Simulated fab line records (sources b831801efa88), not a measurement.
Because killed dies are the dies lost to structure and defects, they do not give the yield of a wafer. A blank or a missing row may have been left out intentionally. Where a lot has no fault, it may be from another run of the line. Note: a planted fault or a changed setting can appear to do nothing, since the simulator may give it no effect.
fab line records | flow sky130 | part 1 of 2: steps 1 to 32 of 43
[record] lots = 5 | wafers = 15 | lastDay = 50
route steps=708 shown PWDE@45 NWELL@56 VT_ADJUST_HVTP@85
lots untouched by any fault: they come from a run of this same line in which no faults occurred
startH: hours from the record's first day to the start of the lot's first wafer shown | waitH: hours since the lot's step before | " the same as in the row above | L1.1+2: a single row standing in for several wafers | - no value, or no start given | * or withheld: withheld | < > ~ a bound
route shown NAME@n: a module of which the file shows steps, and the number in the route of the first | usual: mean/standard deviation of fault-free wafers | same: alike in all rows | chamber/n: place in a boat | sites: per-site readings | _std_site: their standard deviation | _edge_site: mean of outer sites minus mean of inner sites | radiusMm: how far each site lies from the wafer's centre | mask NAME#n: copy n | behind: the tool/chamber that last shaped the wafer | hold: cause of the lot's hold/its duration in hours/its outcome | device: the n, p or np transistor that did not switch | end of line: at the end of the route, the tests of the same wafers | where a step has no rows: the recipe by itself | killed: dies lost to structure and defects at the first sort, not the wafer's yield | map: shows each die of a wafer: x if killed, . if not, _ if none is there
set.NAME: the run value of the setting; set.NAME@STEP: its run value at that earlier step | model.NAME: the simulator's own value behind a step, which no gauge read
a table for each step, a row for each wafer; lots at some steps of the route
services: when a tool's chamber went out of use (startH, in hours from the record's first day, below 0 if earlier), for how many hours, and the reason
[[steps]]
[step SKY_PWDE_DEHYDRATE_00]
[recipe] tempC = 200 | timeS = 60
lot.wafer  | tool          | chamber | startH | waitH
L084.4+5+6 | lithoTrack-02 | 0       | 126.31 | 9.1
L086.2+3+4 | lithoTrack-04 | 0       | 126.93 | 8.8
L088.1+2+4 | lithoTrack-01 | 0       | 142.30 | 9.0
L089.1+4+6 | lithoTrack-04 | 0       | 143.00 | 9.5
L094.3+5+6 | lithoTrack-04 | 0       | 172.60 | 9.8
[step SKY_PWDE_HMDS_01]
[recipe] primeTimeS = 60 | primeTempC = 120
lot.wafer  | tool          | chamber | startH | waitH
L084.4+5+6 | lithoTrack-02 | 0       | 126.46 | 0.1
L086.2+3+4 | lithoTrack-04 | 0       | 127.08 | 0.1
L088.1+2+4 | lithoTrack-01 | 0       | 142.45 | 0.1
L089.1+4+6 | lithoTrack-04 | 0       | 143.15 | 0.1
L094.3+5+6 | lithoTrack-04 | 0       | 172.75 | 0.1
[step SKY_PWDE_COAT_02]
[recipe] spinRpm = 2000 | resistThkNm = 3000
[usual] dispensePressureKPa = 51/3.9
lot.wafer | tool          | chamber | startH | waitH | dispensePressureKPa
L084.4    | lithoTrack-02 | 0       | 126.61 | 0.1   | 55
L084.5    | "             | 0       | "      | "     | 55
L084.6    | "             | 0       | "      | "     | 55
L086.2    | lithoTrack-04 | 0       | 127.23 | 0.1   | 53
L086.3    | "             | 0       | "      | "     | 53
L086.4    | "             | 0       | "      | "     | 53
L088.1    | lithoTrack-01 | 0       | 142.60 | 0.1   | 45
L088.2    | "             | 0       | "      | "     | 45
L088.4    | "             | 0       | "      | "     | 45
L089.1    | lithoTrack-04 | 0       | 143.30 | 0.1   | 53
L089.4    | "             | 0       | "      | "     | 53
L089.6    | "             | 0       | "      | "     | 53
L094.3    | lithoTrack-04 | 0       | 172.90 | 0.1   | 53
L094.5    | "             | 0       | "      | "     | 53
L094.6    | "             | 0       | "      | "     | 53
[step SKY_PWDE_SOFTBAKE_03]
[recipe] tempC = 110 | timeS = withheld
lot.wafer  | tool          | chamber | startH | waitH
L084.4+5+6 | lithoTrack-02 | 0       | 126.78 | 0.1
L086.2+3+4 | lithoTrack-04 | 0       | 127.38 | 0.1
L088.1+2+4 | lithoTrack-01 | 0       | 142.75 | 0.1
L089.1+4+6 | lithoTrack-04 | 0       | 143.45 | 0.1
L094.3+5+6 | lithoTrack-04 | 0       | 173.07 | 0.1
[step SKY_PWDE_EXPOSE_04]
[recipe] maskId = PWDEM | na = 0.6 | sourceShape = conventional | sigmaOuter = 0.6 | polarization = unpolarized | targetCdNm = 840 | doseMj = 214
[usual] focusOffsetNm = 0.0/0.45
lot.wafer | tool            | chamber | startH | waitH | mask    | focusOffsetNm
L084.4    | ilineStepper-01 | 0       | -      | -     | PWDEM#0 | -0.2
L084.5    | "               | 0       | "      | "     | PWDEM#0 | -0.2
L084.6    | "               | 0       | "      | "     | PWDEM#0 | -0.2
L086.2    | ilineStepper-02 | 0       | -      | -     | PWDEM#0 | 0.0
L086.3    | "               | 0       | "      | "     | PWDEM#0 | -0.1
L086.4    | "               | 0       | "      | "     | PWDEM#0 | -0.2
L088.1    | ilineStepper-02 | 0       | -      | -     | PWDEM#0 | -0.1
L088.2    | "               | 0       | "      | "     | PWDEM#0 | 0.2
L088.4    | "               | 0       | "      | "     | PWDEM#0 | -0.4
L089.1    | ilineStepper-01 | 0       | -      | -     | PWDEM#0 | -0.4
L089.4    | "               | 0       | "      | "     | PWDEM#0 | -0.6
L089.6    | "               | 0       | "      | "     | PWDEM#0 | 0.6
L094.3    | ilineStepper-02 | 0       | -      | -     | PWDEM#0 | -1.1
L094.5    | "               | 0       | "      | "     | PWDEM#0 | -0.1
L094.6    | "               | 0       | "      | "     | PWDEM#0 | -0.6
[step SKY_PWDE_PEB_05]
[recipe] tempC = 115 | timeS = withheld
lot.wafer  | tool          | chamber | startH | waitH
L084.4+5+6 | lithoTrack-01 | 0       | -      | -
L086.2+3+4 | lithoTrack-04 | 0       | -      | -
L088.1+2+4 | lithoTrack-01 | 0       | -      | -
L089.1+4+6 | lithoTrack-04 | 0       | -      | -
L094.3+5+6 | lithoTrack-02 | 0       | -      | -
[step SKY_PWDE_DEVELOP_06]
[recipe] wallAngleDeg = 90 | developer = TMAH | developTimeS = 60 | devTempC = 23
lot.wafer  | tool          | chamber | startH | waitH
L084.4+5+6 | lithoTrack-01 | 0       | -      | -
L086.2+3+4 | lithoTrack-04 | 0       | -      | -
L088.1+2+4 | lithoTrack-01 | 0       | -      | -
L089.1+4+6 | lithoTrack-04 | 0       | -      | -
L094.3+5+6 | lithoTrack-02 | 0       | -      | -
[step SKY_PWDE_OVL_MEAS_07]
[usual] PWDE_OVL = 0.1/1.2
lot.wafer | tool       | chamber | startH | waitH | PWDE_OVL[nm]
L084.4    | overlay-01 | -       | 136.22 | -     | -0.4
L084.5    | "          | -       | "      | "     | -1.1
L084.6    | "          | -       | "      | "     | -0.6
L086.2    | overlay-02 | -       | 136.91 | -     | -0.3
L086.3    | "          | -       | "      | "     | -1.0
L086.4    | "          | -       | "      | "     | 0.2
L088.1    | overlay-02 | -       | 152.30 | -     | 1.2
L088.2    | "          | -       | "      | "     | 0.5
L088.4    | "          | -       | "      | "     | -1.6
L089.1    | overlay-02 | -       | 153.15 | -     | 1.1
L089.4    | "          | -       | "      | "     | 0.4
L089.6    | "          | -       | "      | "     | 1.7
L094.3    | overlay-02 | -       | 183.69 | -     | 1.3
L094.5    | "          | -       | "      | "     | -0.3
L094.6    | "          | -       | "      | "     | 0.2
[step SKY_PWDE_IMPLANT_08]
[recipe] species = B | energyKev = 150 | doseCm2 = 3.6e+12 | tiltDeg = withheld
[usual] endStationPressureTorr = 5.04e-06/2.8e-07
lot.wafer | tool         | chamber | startH | waitH | endStationPressureTorr
L084.4    | implanter-02 | 0       | 136.31 | 0.1   | 4.68e-06
L084.5    | "            | 0       | "      | "     | 5.26e-06
L084.6    | "            | 0       | "      | "     | 4.62e-06
L086.2    | implanter-01 | 0       | 136.96 | 0.0   | 5.47e-06
L086.3    | "            | 0       | "      | "     | 5.12e-06
L086.4    | "            | 0       | "      | "     | 5.07e-06
L088.1    | implanter-01 | 0       | 152.33 | 0.0   | 4.97e-06
L088.2    | "            | 0       | "      | "     | 5.05e-06
L088.4    | "            | 0       | "      | "     | 5.1e-06
L089.1    | implanter-02 | 0       | 153.19 | 0.0   | 5.17e-06
L089.4    | "            | 0       | "      | "     | 4.84e-06
L089.6    | "            | 0       | "      | "     | 5.28e-06
L094.3    | implanter-04 | 0       | 183.77 | 0.1   | 5.22e-06
L094.5    | "            | 0       | "      | "     | 4.72e-06
L094.6    | "            | 0       | "      | "     | 4.95e-06
[step SKY_PWDE_STRIP_09]
[recipe] chemistry = O2/N2 | powerW = 1400 | pressureMtorr = 1500 | platenTempC = withheld | o2FlowSccm = 3000 | n2FlowSccm = 300 | overashFraction = 0.5
[usual] drypumpMotorCurrentA = 6.1/0.3 | oesProductAu = 0.723/0.0047 | stripTimeToEndpointS = 36.92/0.11
[same] overashFraction = 0.5
lot.wafer | tool           | chamber | startH | waitH | drypumpMotorCurrentA | oesProductAu | rfHoursCounterH | stripTimeToEndpointS
L084.4    | plasmaAsher-01 | 0       | 136.42 | 0.1   | 6.5                  | 0.713        | -               | 36.77
L084.5    | "              | 1       | "      | "     | 5.7                  | 0.733        | -               | 36.80
L084.6    | "              | 0       | "      | "     | 6.5                  | 0.725        | -               | 36.84
L086.2    | plasmaAsher-04 | 0       | 137.09 | 0.1   | 6.5                  | 0.723        | 33              | 37.02
L086.3    | "              | 0       | "      | "     | 6.5                  | 0.721        | -               | 36.91
L086.4    | "              | 1       | "      | "     | 6.0                  | 0.727        | -               | 37.00
L088.1    | plasmaAsher-04 | 0       | 152.48 | 0.1   | 6.5                  | 0.728        | 34              | 36.74
L088.2    | "              | 1       | "      | "     | 6.0                  | 0.719        | 34              | 36.76
L088.4    | "              | 0       | "      | "     | 6.5                  | 0.720        | -               | 36.74
L089.1    | plasmaAsher-04 | 1       | 153.34 | 0.1   | 6.0                  | 0.719        | 34              | 37.01
L089.4    | "              | 1       | "      | "     | 6.0                  | 0.717        | -               | 36.96
L089.6    | "              | 0       | "      | "     | 6.5                  | 0.725        | -               | 36.95
L094.3    | plasmaAsher-03 | 1       | 183.90 | 0.1   | 5.7                  | 0.717        | -               | 37.05
L094.5    | "              | 0       | "      | "     | 6.1                  | 0.726        | -               | 36.93
L094.6    | "              | 1       | "      | "     | 5.7                  | 0.717        | -               | 36.94
[step SKY_PWDE_TW_MEAS_10]
[usual] PWDE_TW = 375.6/2.9
lot.wafer | tool         | chamber | startH | waitH | PWDE_TW
L084.4    | filmMetro-04 | -       | 136.51 | 0.1   | 379.2
L084.5    | "            | -       | "      | "     | 380.2
L084.6    | "            | -       | "      | "     | 377.3
L086.2    | filmMetro-04 | -       | 137.20 | 0.1   | 378.1
L086.3    | "            | -       | "      | "     | 378.2
L086.4    | "            | -       | "      | "     | 376.8
L088.1    | filmMetro-04 | -       | 152.58 | 0.1   | 376.0
L088.2    | "            | -       | "      | "     | 376.0
L088.4    | "            | -       | "      | "     | 375.3
L089.1    | filmMetro-03 | -       | 153.44 | 0.1   | 372.2
L089.4    | "            | -       | "      | "     | 371.5
L089.6    | "            | -       | "      | "     | 371.2
L094.3    | filmMetro-01 | -       | 183.99 | 0.1   | 374.7
L094.5    | "            | -       | "      | "     | 376.5
L094.6    | "            | -       | "      | "     | 377.6
[step SKY_NWELL_DEHYDRATE_03]
[recipe] tempC = 200 | timeS = 60
lot.wafer  | tool          | chamber | startH | waitH
L084.4+5+6 | lithoTrack-03 | 0       | 145.95 | 9.4
L086.2+3+4 | lithoTrack-02 | 0       | 147.16 | 9.9
L088.1+2+4 | lithoTrack-01 | 0       | 162.35 | 9.8
L089.1+4+6 | lithoTrack-01 | 0       | 163.00 | 9.6
L094.3+5+6 | lithoTrack-03 | 0       | 193.27 | 9.3
[step SKY_NWELL_HMDS_04]
[recipe] primeTimeS = 60 | primeTempC = 120
lot.wafer  | tool          | chamber | startH | waitH
L084.4+5+6 | lithoTrack-03 | 0       | 146.10 | 0.1
L086.2+3+4 | lithoTrack-02 | 0       | 147.31 | 0.1
L088.1+2+4 | lithoTrack-01 | 0       | 162.50 | 0.1
L089.1+4+6 | lithoTrack-01 | 0       | 163.15 | 0.1
L094.3+5+6 | lithoTrack-03 | 0       | 193.42 | 0.1
[step SKY_NWELL_COAT_05]
[recipe] spinRpm = 2000 | resistThkNm = 3000
[usual] dispensePressureKPa = 50/4
lot.wafer | tool          | chamber | startH | waitH | dispensePressureKPa
L084.4    | lithoTrack-03 | 0       | 146.25 | 0.1   | 52
L084.5    | "             | 0       | "      | "     | 52
L084.6    | "             | 0       | "      | "     | 52
L086.2    | lithoTrack-02 | 0       | 147.46 | 0.1   | 55
L086.3    | "             | 0       | "      | "     | 55
L086.4    | "             | 0       | "      | "     | 55
L088.1    | lithoTrack-01 | 0       | 162.65 | 0.1   | 45
L088.2    | "             | 0       | "      | "     | 45
L088.4    | "             | 0       | "      | "     | 45
L089.1    | lithoTrack-01 | 0       | 163.30 | 0.1   | 45
L089.4    | "             | 0       | "      | "     | 45
L089.6    | "             | 0       | "      | "     | 45
L094.3    | lithoTrack-03 | 0       | 193.57 | 0.1   | 52
L094.5    | "             | 0       | "      | "     | 52
L094.6    | "             | 0       | "      | "     | 52
[step SKY_NWELL_SOFTBAKE_06]
[recipe] tempC = 110 | timeS = withheld
lot.wafer  | tool          | chamber | startH | waitH
L084.4+5+6 | lithoTrack-03 | 0       | 146.42 | 0.1
L086.2+3+4 | lithoTrack-02 | 0       | 147.61 | 0.1
L088.1+2+4 | lithoTrack-01 | 0       | 162.80 | 0.1
L089.1+4+6 | lithoTrack-01 | 0       | 163.45 | 0.1
L094.3+5+6 | lithoTrack-03 | 0       | 193.74 | 0.1
[step SKY_NWELL_EXPOSE_07]
[recipe] maskId = NWM | na = 0.6 | sourceShape = conventional | sigmaOuter = 0.6 | polarization = unpolarized | targetCdNm = 840 | doseMj = 255
[usual] focusOffsetNm = 0.0/0.54
lot.wafer | tool            | chamber | startH | waitH | mask  | focusOffsetNm
L084.4    | ilineStepper-02 | 0       | -      | -     | NWM#0 | -0.1
L084.5    | "               | 0       | "      | "     | NWM#0 | -0.1
L084.6    | "               | 0       | "      | "     | NWM#0 | 0.1
L086.2    | ilineStepper-02 | 0       | -      | -     | NWM#0 | 0.7
L086.3    | "               | 0       | "      | "     | NWM#0 | 0.4
L086.4    | "               | 0       | "      | "     | NWM#0 | 1.0
L088.1    | ilineStepper-02 | 0       | -      | -     | NWM#0 | -0.5
L088.2    | "               | 0       | "      | "     | NWM#0 | -0.2
L088.4    | "               | 0       | "      | "     | NWM#0 | 1.0
L089.1    | ilineStepper-02 | 0       | -      | -     | NWM#0 | -0.5
L089.4    | "               | 0       | "      | "     | NWM#0 | -0.5
L089.6    | "               | 0       | "      | "     | NWM#0 | 0.0
L094.3    | ilineStepper-01 | 0       | -      | -     | NWM#0 | 0.4
L094.5    | "               | 0       | "      | "     | NWM#0 | 1.3
L094.6    | "               | 0       | "      | "     | NWM#0 | 0.9
[step SKY_NWELL_PEB_08]
[recipe] tempC = 115 | timeS = withheld
lot.wafer  | tool          | chamber | startH | waitH
L084.4+5+6 | lithoTrack-02 | 0       | -      | -
L086.2+3+4 | lithoTrack-03 | 0       | -      | -
L088.1+2+4 | lithoTrack-02 | 0       | -      | -
L089.1+4+6 | lithoTrack-03 | 0       | -      | -
L094.3+5+6 | lithoTrack-01 | 0       | -      | -
[step SKY_NWELL_DEVELOP_09]
[recipe] wallAngleDeg = 90 | developer = TMAH | developTimeS = 60 | devTempC = 23
lot.wafer  | tool          | chamber | startH | waitH
L084.4+5+6 | lithoTrack-02 | 0       | -      | -
L086.2+3+4 | lithoTrack-03 | 0       | -      | -
L088.1+2+4 | lithoTrack-02 | 0       | -      | -
L089.1+4+6 | lithoTrack-03 | 0       | -      | -
L094.3+5+6 | lithoTrack-01 | 0       | -      | -
[step SKY_NWELL_OVL_MEAS_10]
[usual] NWELL_00_OVL = 0.1/1.4
lot.wafer | tool       | chamber | startH | waitH | NWELL_00_OVL[nm]
L084.4    | overlay-01 | -       | 155.70 | -     | -1.1
L084.5    | "          | -       | "      | "     | -2.1
L084.6    | "          | -       | "      | "     | -0.6
L086.2    | overlay-01 | -       | 157.18 | -     | -3.5
L086.3    | "          | -       | "      | "     | -3.3
L086.4    | "          | -       | "      | "     | -3.7
L088.1    | overlay-02 | -       | 173.83 | -     | 1.5
L088.2    | "          | -       | "      | "     | 0.6
L088.4    | "          | -       | "      | "     | 0.1
L089.1    | overlay-01 | -       | 174.42 | -     | -0.7
L089.4    | "          | -       | "      | "     | -1.1
L089.6    | "          | -       | "      | "     | -1.5
L094.3    | overlay-01 | -       | 204.86 | -     | -1.2
L094.5    | "          | -       | "      | "     | 1.2
L094.6    | "          | -       | "      | "     | 2.4
[step SKY_NWELL_IMPLANT_11]
[recipe] species = P | energyKev = 400 | doseCm2 = 1.9e+13 | tiltDeg = withheld
[usual] endStationPressureTorr = 5.13e-06/2.6e-07
lot.wafer | tool         | chamber | startH | waitH | endStationPressureTorr
L084.4    | implanter-02 | 0       | 155.79 | 0.1   | 5.22e-06
L084.5    | "            | 0       | "      | "     | 5.22e-06
L084.6    | "            | 0       | "      | "     | 5.17e-06
L086.2    | implanter-03 | 0       | 157.23 | 0.0   | 5.47e-06
L086.3    | "            | 0       | "      | "     | 5.14e-06
L086.4    | "            | 0       | "      | "     | 5.04e-06
L088.1    | implanter-03 | 0       | 173.87 | 0.0   | 5.54e-06
L088.2    | "            | 0       | "      | "     | 5.42e-06
L088.4    | "            | 0       | "      | "     | 5.01e-06
L089.1    | implanter-02 | 0       | 174.46 | 0.0   | 5.1e-06
L089.4    | "            | 0       | "      | "     | 5.48e-06
L089.6    | "            | 0       | "      | "     | 4.98e-06
L094.3    | implanter-03 | 0       | 204.93 | 0.1   | 5.36e-06
L094.5    | "            | 0       | "      | "     | 5.07e-06
L094.6    | "            | 0       | "      | "     | 5.06e-06
[step SKY_NWELL_IMPLANT_12]
[recipe] species = P | energyKev = 120 | doseCm2 = 1.3e+12 | tiltDeg = withheld
[usual] endStationPressureTorr = 5e-06/2.4e-07
lot.wafer | tool         | chamber | startH | waitH | endStationPressureTorr
L084.4    | implanter-02 | 0       | 155.94 | 0.1   | 4.81e-06
L084.5    | "            | 0       | "      | "     | 4.88e-06
L084.6    | "            | 0       | "      | "     | 4.97e-06
L086.2    | implanter-03 | 0       | 157.38 | 0.1   | 5.08e-06
L086.3    | "            | 0       | "      | "     | 5.05e-06
L086.4    | "            | 0       | "      | "     | 5.08e-06
L088.1    | implanter-03 | 0       | 174.02 | 0.1   | 5.1e-06
L088.2    | "            | 0       | "      | "     | 4.91e-06
L088.4    | "            | 0       | "      | "     | 5.18e-06
L089.1    | implanter-02 | 0       | 174.61 | 0.1   | 5.24e-06
L089.4    | "            | 0       | "      | "     | 5.39e-06
L089.6    | "            | 0       | "      | "     | 5.25e-06
L094.3    | implanter-03 | 0       | 205.08 | 0.1   | 5.07e-06
L094.5    | "            | 0       | "      | "     | 5.31e-06
L094.6    | "            | 0       | "      | "     | 4.6e-06
[step SKY_NWELL_IMPLANT_13]
[recipe] species = P | energyKev = 50 | doseCm2 = 7e+11 | tiltDeg = withheld
[usual] endStationPressureTorr = 4.96e-06/2.9e-07
lot.wafer | tool         | chamber | startH | waitH | endStationPressureTorr
L084.4    | implanter-02 | 0       | 156.09 | 0.1   | 4.97e-06
L084.5    | "            | 0       | "      | "     | 5.19e-06
L084.6    | "            | 0       | "      | "     | 4.77e-06
L086.2    | implanter-03 | 0       | 157.53 | 0.1   | 4.74e-06
L086.3    | "            | 0       | "      | "     | 4.68e-06
L086.4    | "            | 0       | "      | "     | 5.01e-06
L088.1    | implanter-03 | 0       | 174.17 | 0.1   | 5.17e-06
L088.2    | "            | 0       | "      | "     | 5.05e-06
L088.4    | "            | 0       | "      | "     | 5.34e-06
L089.1    | implanter-02 | 0       | 174.76 | 0.1   | 4.89e-06
L089.4    | "            | 0       | "      | "     | 5.13e-06
L089.6    | "            | 0       | "      | "     | 4.99e-06
L094.3    | implanter-03 | 0       | 205.23 | 0.1   | 4.94e-06
L094.5    | "            | 0       | "      | "     | 5.17e-06
L094.6    | "            | 0       | "      | "     | 4.55e-06
[step SKY_NWELL_STRIP_14]
[recipe] chemistry = O2/N2 | powerW = 1400 | pressureMtorr = 1500 | platenTempC = withheld | o2FlowSccm = 3000 | n2FlowSccm = 300 | overashFraction = 0.5
[usual] drypumpMotorCurrentA = 6.1/0.49 | oesProductAu = 0.722/0.005 | stripTimeToEndpointS = 36.90/0.094
[same] overashFraction = 0.5
lot.wafer | tool           | chamber | startH | waitH | drypumpMotorCurrentA | oesProductAu | rfHoursCounterH | stripTimeToEndpointS
L084.4    | plasmaAsher-04 | 0       | 156.20 | 0.1   | 6.5                  | 0.723        | -               | 36.93
L084.5    | "              | 0       | "      | "     | 6.5                  | 0.732        | -               | 36.93
L084.6    | "              | 1       | "      | "     | 6.0                  | 0.727        | -               | 36.85
L086.2    | plasmaAsher-02 | 1       | 157.66 | 0.1   | 6.6                  | 0.717        | 4               | 36.88
L086.3    | "              | 0       | "      | "     | 5.1                  | 0.727        | -               | 36.81
L086.4    | "              | 1       | "      | "     | 6.6                  | 0.727        | -               | 36.89
L088.1    | plasmaAsher-01 | 1       | 174.32 | 0.1   | 5.7                  | 0.728        | 47              | 36.90
L088.2    | "              | 0       | "      | "     | 6.5                  | 0.722        | 47              | 37.05
L088.4    | "              | 0       | "      | "     | 6.5                  | 0.727        | -               | 36.95
L089.1    | plasmaAsher-02 | 0       | 174.91 | 0.1   | 5.1                  | 0.725        | 5               | 36.85
L089.4    | "              | 1       | "      | "     | 6.6                  | 0.720        | -               | 36.78
L089.6    | "              | 1       | "      | "     | 6.6                  | 0.719        | -               | 36.84
L094.3    | plasmaAsher-04 | 0       | 205.37 | 0.1   | 6.5                  | 0.722        | -               | 36.92
L094.5    | "              | 1       | "      | "     | 6.0                  | 0.726        | -               | 36.87
L094.6    | "              | 0       | "      | "     | 6.5                  | 0.723        | -               | 36.87
[step SKY_NWELL_TW_MEAS_15]
[usual] NWELL_TW = 1828/12
lot.wafer | tool         | chamber | startH | waitH | NWELL_TW
L084.4    | filmMetro-04 | -       | 156.30 | 0.1   | 1832
L084.5    | "            | -       | "      | "     | 1831
L084.6    | "            | -       | "      | "     | 1831
L086.2    | filmMetro-04 | -       | 157.77 | 0.1   | 1841
L086.3    | "            | -       | "      | "     | 1842
L086.4    | "            | -       | "      | "     | 1838
L088.1    | filmMetro-03 | -       | 174.42 | 0.1   | 1809
L088.2    | "            | -       | "      | "     | 1802
L088.4    | "            | -       | "      | "     | 1813
L089.1    | filmMetro-03 | -       | 175.01 | 0.1   | 1805
L089.4    | "            | -       | "      | "     | 1818
L089.6    | "            | -       | "      | "     | 1812
L094.3    | filmMetro-04 | -       | 205.45 | 0.1   | 1839
L094.5    | "            | -       | "      | "     | 1838
L094.6    | "            | -       | "      | "     | 1844
[step SKY_NWELL_DEHYDRATE_16]
[recipe] tempC = 200 | timeS = 60
lot.wafer  | tool          | chamber | startH | waitH
L084.4+5+6 | lithoTrack-01 | 0       | 165.62 | 9.3
L086.2+3+4 | lithoTrack-01 | 0       | 167.47 | 9.7
L088.1+2+4 | lithoTrack-02 | 0       | 184.03 | 9.6
L089.1+4+6 | lithoTrack-01 | 0       | 185.00 | 10.0
L094.3+5+6 | lithoTrack-02 | 0       | 216.23 | 10.8
[step SKY_NWELL_HMDS_17]
[recipe] primeTimeS = 60 | primeTempC = 120
lot.wafer  | tool          | chamber | startH | waitH
L084.4+5+6 | lithoTrack-01 | 0       | 165.77 | 0.1
L086.2+3+4 | lithoTrack-01 | 0       | 167.62 | 0.1
L088.1+2+4 | lithoTrack-02 | 0       | 184.18 | 0.1
L089.1+4+6 | lithoTrack-01 | 0       | 185.15 | 0.1
L094.3+5+6 | lithoTrack-02 | 0       | 216.38 | 0.1
[step SKY_NWELL_COAT_18]
[recipe] spinRpm = 2000 | resistThkNm = 3000
[usual] dispensePressureKPa = 51/4
lot.wafer | tool          | chamber | startH | waitH | dispensePressureKPa
L084.4    | lithoTrack-01 | 0       | 165.92 | 0.1   | 45
L084.5    | "             | 0       | "      | "     | 45
L084.6    | "             | 0       | "      | "     | 45
L086.2    | lithoTrack-01 | 0       | 167.77 | 0.1   | 45
L086.3    | "             | 0       | "      | "     | 45
L086.4    | "             | 0       | "      | "     | 45
L088.1    | lithoTrack-02 | 0       | 184.33 | 0.1   | 55
L088.2    | "             | 0       | "      | "     | 55
L088.4    | "             | 0       | "      | "     | 55
L089.1    | lithoTrack-01 | 0       | 185.30 | 0.1   | 45
L089.4    | "             | 0       | "      | "     | 45
L089.6    | "             | 0       | "      | "     | 46
L094.3    | lithoTrack-02 | 0       | 216.53 | 0.1   | 55
L094.5    | "             | 0       | "      | "     | 55
L094.6    | "             | 0       | "      | "     | 55
[step SKY_NWELL_SOFTBAKE_19]
[recipe] tempC = 110 | timeS = withheld
lot.wafer  | tool          | chamber | startH | waitH
L084.4+5+6 | lithoTrack-01 | 0       | 166.10 | 0.1
L086.2+3+4 | lithoTrack-01 | 0       | 167.93 | 0.1
L088.1+2+4 | lithoTrack-02 | 0       | 184.48 | 0.1
L089.1+4+6 | lithoTrack-01 | 0       | 185.45 | 0.1
L094.3+5+6 | lithoTrack-02 | 0       | 216.70 | 0.1
[step SKY_NWELL_EXPOSE_20]
[recipe] maskId = NWM_COMPLEMENT | na = 0.6 | sourceShape = conventional | sigmaOuter = 0.6 | polarization = unpolarized | targetCdNm = 840 | doseMj = 260
[usual] focusOffsetNm = -0.1/0.5
lot.wafer | tool            | chamber | startH | waitH | mask             | focusOffsetNm
L084.4    | ilineStepper-02 | 0       | -      | -     | NWM_COMPLEMENT#0 | -0.1
L084.5    | "               | 0       | "      | "     | NWM_COMPLEMENT#0 | 0.2
L084.6    | "               | 0       | "      | "     | NWM_COMPLEMENT#0 | -0.7
L086.2    | ilineStepper-02 | 0       | -      | -     | NWM_COMPLEMENT#0 | 0.6
L086.3    | "               | 0       | "      | "     | NWM_COMPLEMENT#0 | -0.3
L086.4    | "               | 0       | "      | "     | NWM_COMPLEMENT#0 | -0.8
L088.1    | ilineStepper-02 | 0       | -      | -     | NWM_COMPLEMENT#0 | 0.2
L088.2    | "               | 0       | "      | "     | NWM_COMPLEMENT#0 | 0.8
L088.4    | "               | 0       | "      | "     | NWM_COMPLEMENT#0 | 0.7
L089.1    | ilineStepper-01 | 0       | -      | -     | NWM_COMPLEMENT#0 | -0.5
L089.4    | "               | 0       | "      | "     | NWM_COMPLEMENT#0 | -0.2
L089.6    | "               | 0       | "      | "     | NWM_COMPLEMENT#0 | 0.0
L094.3    | ilineStepper-01 | 0       | -      | -     | NWM_COMPLEMENT#0 | -0.5
L094.5    | "               | 0       | "      | "     | NWM_COMPLEMENT#0 | -0.6
L094.6    | "               | 0       | "      | "     | NWM_COMPLEMENT#0 | -0.6
[step SKY_NWELL_PEB_21]
[recipe] tempC = 115 | timeS = withheld
lot.wafer  | tool          | chamber | startH | waitH
L084.4+5+6 | lithoTrack-02 | 0       | -      | -
L086.2+3+4 | lithoTrack-01 | 0       | -      | -
L088.1+2+4 | lithoTrack-03 | 0       | -      | -
L089.1+4+6 | lithoTrack-01 | 0       | -      | -
L094.3+5+6 | lithoTrack-01 | 0       | -      | -
[step SKY_NWELL_DEVELOP_22]
[recipe] wallAngleDeg = 90 | developer = TMAH | developTimeS = 60 | devTempC = 23
lot.wafer  | tool          | chamber | startH | waitH
L084.4+5+6 | lithoTrack-02 | 0       | -      | -
L086.2+3+4 | lithoTrack-01 | 0       | -      | -
L088.1+2+4 | lithoTrack-03 | 0       | -      | -
L089.1+4+6 | lithoTrack-01 | 0       | -      | -
L094.3+5+6 | lithoTrack-01 | 0       | -      | -
[step SKY_NWELL_OVL_MEAS_23]
[usual] NWELL_01_OVL = 0.5/1.2
lot.wafer | tool       | chamber | startH | waitH | NWELL_01_OVL[nm]
L084.4    | overlay-01 | -       | 176.10 | -     | -2.6
L084.5    | "          | -       | "      | "     | -1.4
L084.6    | "          | -       | "      | "     | -1.6
L086.2    | overlay-02 | -       | 178.85 | -     | 0.7
L086.3    | "          | -       | "      | "     | 1.2
L086.4    | "          | -       | "      | "     | 1.4
L088.1    | overlay-01 | -       | 194.22 | -     | -0.3
L088.2    | "          | -       | "      | "     | 0.8
L088.4    | "          | -       | "      | "     | 0.9
L089.1    | overlay-02 | -       | 195.25 | -     | 2.5
L089.4    | "          | -       | "      | "     | 0.6
L089.6    | "          | -       | "      | "     | 1.9
L094.3    | overlay-01 | -       | 228.26 | -     | -0.4
L094.5    | "          | -       | "      | "     | 0.4
L094.6    | "          | -       | "      | "     | 0.5
